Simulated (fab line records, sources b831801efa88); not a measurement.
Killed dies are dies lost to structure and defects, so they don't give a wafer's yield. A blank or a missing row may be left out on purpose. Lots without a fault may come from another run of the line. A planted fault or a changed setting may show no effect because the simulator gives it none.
Which tool did it? | flow sfq_line | 14 lots, 42 wafers sampled, at 3 steps of a route of 325

WHAT THE GAUGES READ, wafer by wafer
The record holds no reading of a measuring or inspecting step that can be judged against a usual standard deviation.

WHICH TOOL RAN EACH LOT (tool, then ch and the chambers of the sampled wafers, then the start)
lot  | SFQ_TRILAYER_I4_CMP_CMP_100   | SFQ_TRILAYER_I4_METRO_MEASURE_101 | SFQ_TRILAYER_I4_VIA_ETCH_VIA_ETCH_106
L361 | cmp-02 ch 0,1,2, day 37 06:31 | film_metro-02, day 37 09:38       | rie_diel-03 ch 1,2,3, day 40 18:24
L362 | cmp-01 ch 0,1,3, day 37 17:53 | film_metro-02, day 37 20:00       | rie_diel-03 ch 0,3, day 41 06:24
L363 | cmp-01 ch 0,1,3, day 38 01:53 | film_metro-01, day 38 05:12       | rie_diel-03 ch 0,1,3, day 41 21:34
L364 | cmp-01 ch 0,2,3, day 38 16:23 | film_metro-01, day 38 19:31       | rie_diel-02 ch 0,2, day 42 14:22
L366 | cmp-01 ch 0,1,2, day 39 11:23 | film_metro-01, day 39 14:55       | rie_diel-03 ch 0,1,2, day 43 09:32
L367 | cmp-01 ch 1,2,3, day 39 20:23 | film_metro-03, day 39 23:31       | rie_diel-02 ch 0,2,3, day 43 19:08
L370 | cmp-01 ch 0,1,2, day 40 15:23 | film_metro-02, day 40 18:07       | rie_diel-02 ch 2,3, day 44 15:32
L371 | cmp-02 ch 1,2,3, day 40 18:13 | film_metro-03, day 40 21:20       | rie_diel-03 ch 0,1,2, day 44 20:20
L373 | cmp-01 ch 0,2,3, day 41 02:53 | film_metro-02, day 41 05:31       | rie_diel-03 ch 1,2,3, day 45 05:56
L374 | cmp-02 ch 0,1, day 41 07:42   | film_metro-02, day 41 10:49       | rie_diel-01 ch 1,3, day 45 08:20
L378 | cmp-01 ch 0,1,2, day 42 19:05 | film_metro-02, day 42 21:07       | rie_diel-03 ch 0,3, day 47 00:06
L382 | cmp-02 ch 0,3, day 43 19:42   | film_metro-03, day 43 22:49       | rie_diel-02 ch 0,1, day 49 00:36
L383 | cmp-01 ch 1,2,3, day 44 00:05 | film_metro-01, day 44 02:55       | rie_diel-01 ch 0,1, day 49 04:12
L384 | cmp-01 ch 0,1, day 44 05:35   | film_metro-03, day 44 08:43       | rie_diel-03 ch 0,2,3, day 49 10:12
- SFQ_TRILAYER_I4_CMP_CMP_100: polishes SiO2.
- SFQ_TRILAYER_I4_METRO_MEASURE_101
- SFQ_TRILAYER_I4_VIA_ETCH_VIA_ETCH_106: etches SiO2 in CHF3, stops on Nb, target depth 260 nm.

WHAT THE TOOLS THEMSELVES READ (means of the sampled wafers that have a number; where no wafer has one, the mark that the record gives instead)
SFQ_TRILAYER_I4_CMP_CMP_100. Usual: motor_current_A 10.1 A, standard deviation 0.57; time_to_endpoint_s 214 s, standard deviation 11.
lot  | tool   | motor_current_A (A) | time_to_endpoint_s (s) | flag
L361 | cmp-02 | 9.6                 | 208                    |
L362 | cmp-01 | 10.5                | 224                    |
L363 | cmp-01 | 10.4                | 202                    |
L364 | cmp-01 | 10.3                | 226                    |
L366 | cmp-01 | 10.5                | 216                    |
L367 | cmp-01 | 10.6                | 220                    |
L370 | cmp-01 | 10.5                | 213                    |
L371 | cmp-02 | 9.8                 | 223                    |
L373 | cmp-01 | 10.5                | 208                    |
L374 | cmp-02 | 10.1                | 235                    |
L378 | cmp-01 | 10.3                | 209                    |
L382 | cmp-02 | 9.9                 | 216                    |
L383 | cmp-01 | 10.5                | 213                    |
L384 | cmp-01 | 10.0                | 221                    |

SFQ_TRILAYER_I4_METRO_MEASURE_101. Usual: thk_nm 200.1 nm, standard deviation 1.5.
lot  | tool          | thk_nm (nm) | flag
L361 | film_metro-02 | 201.2       |
L362 | film_metro-02 | 200.4       |
L363 | film_metro-01 | 201.1       |
L364 | film_metro-01 | 201.7       |
L366 | film_metro-01 | 199.8       |
L367 | film_metro-03 | 200.8       |
L370 | film_metro-02 | 199.2       |
L371 | film_metro-03 | 179.2       | OFF
L373 | film_metro-02 | 199.4       |
L374 | film_metro-02 | 180.5       | OFF
L378 | film_metro-02 | 200.8       |
L382 | film_metro-03 | 200.5       |
L383 | film_metro-01 | 200.3       |
L384 | film_metro-03 | 200.2       |

SFQ_TRILAYER_I4_VIA_ETCH_VIA_ETCH_106. Usual: drypump_motor_current_A 5.6 A, standard deviation 0.38; oes_product_au 0.854 a.u., standard deviation 0.0054.
lot  | tool        | drypump_motor_current_A (A) | oes_product_au (a.u.) | flag
L361 | rie_diel-03 | 5.7                         | 0.854                 |
L362 | rie_diel-03 | 5.5                         | 0.854                 |
L363 | rie_diel-03 | 5.4                         | 0.857                 |
L364 | rie_diel-02 | 5.9                         | 0.858                 |
L366 | rie_diel-03 | 5.3                         | 0.847                 |
L367 | rie_diel-02 | 5.9                         | 0.857                 |
L370 | rie_diel-02 | 5.8                         | 0.853                 |
L371 | rie_diel-03 | 5.3                         | 0.806                 | OFF
L373 | rie_diel-03 | 5.6                         | 0.854                 |
L374 | rie_diel-01 | 6.1                         | 0.809                 | OFF
L378 | rie_diel-03 | 5.5                         | 0.857                 |
L382 | rie_diel-02 | 5.9                         | 0.853                 |
L383 | rie_diel-01 | 5.7                         | 0.859                 |
L384 | rie_diel-03 | 5.5                         | 0.853                 |

THE ANSWER, worked out from the rows above alone
Rule: a lot is off if the mean of its wafers that have a number lies more than 3 standard deviations from the usual mean. A lot without any number at a reading at which 4 lots or more have one is off too. The other lots that the step has rows for count as sound. The gauges are gone through in route order, then the tools' own readings, and for those a lot's mean is taken as printed above. The first step at which some lot is off is used, and at that step the reading that is off furthest; a lot without a number counts as furthest.
Off: L371, L374, at SFQ_TRILAYER_I4_METRO_MEASURE_101 (thk_nm).
A tool fits if, at that step or a process step before it, it ran every lot that is off, and no sound lot after the first of them. None of those tried fits.

WHAT THE SIMULATOR HAD PUT IN
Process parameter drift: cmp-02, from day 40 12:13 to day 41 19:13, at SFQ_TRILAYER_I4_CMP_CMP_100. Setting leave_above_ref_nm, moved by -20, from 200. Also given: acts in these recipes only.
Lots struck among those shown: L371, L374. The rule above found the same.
